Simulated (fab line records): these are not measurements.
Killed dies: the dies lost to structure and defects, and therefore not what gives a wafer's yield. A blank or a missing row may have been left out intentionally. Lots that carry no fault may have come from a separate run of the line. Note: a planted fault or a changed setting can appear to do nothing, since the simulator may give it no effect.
Which tool was responsible? ; flow sky130 ; 36 wafers sampled from 12 lots at 1 step of a route of 708

WHAT EACH GAUGE READ, for each wafer
SKY_CONTACT_THK_MEAS_03.
lot;measured;on;CONTACT_HDPCVD_THK (nm)
L075;day 30 11:22;film-metro-02;561 553 556
L078;day 31 22:01;film-metro-01;569 567 571
L079;day 32 00:32;film-metro-03;556 562 558
L081;day 33 05:10;film-metro-01;559 566 560
L083;day 33 09:20;film-metro-03;566 568 568
L085;day 33 22:56;film-metro-03;569 562 566
L087;day 34 17:14;film-metro-02;568 565 564
L089;day 35 08:59;film-metro-02;568 569 563
L091;day 36 01:38;film-metro-01;570 573 569
L093;day 36 21:23;film-metro-03;566 566 567
L095;day 37 05:47;film-metro-01;560 570 568
L096;day 38 20:09;film-metro-02;562 564 570

WHICH TOOL RAN EACH LOT (tool, then ch and the chambers of the sampled wafers, then the start)
The record shows no process step preceding these readings.

THE ANSWER, worked out from the rows above alone
Rule: the lots themselves supply what counts as usual. The widest of any qualifying gaps counts: lots, ordered by their means at a reading, are off when they make up no more than a third of the lots, leave a main group of 4 or more, and stand apart from it by 3 or more times the standard deviation of that group's means. The tables above print the reading to a certain number of digits; a main group whose means all agree to those digits is not used. A lot without any number at a reading at which 4 lots or more have one is off too. The other lots that the step has rows for count as sound.
Across all readings shown, no lot is off: no conclusion can be drawn from this.

WHAT THE SIMULATOR HAD PUT IN
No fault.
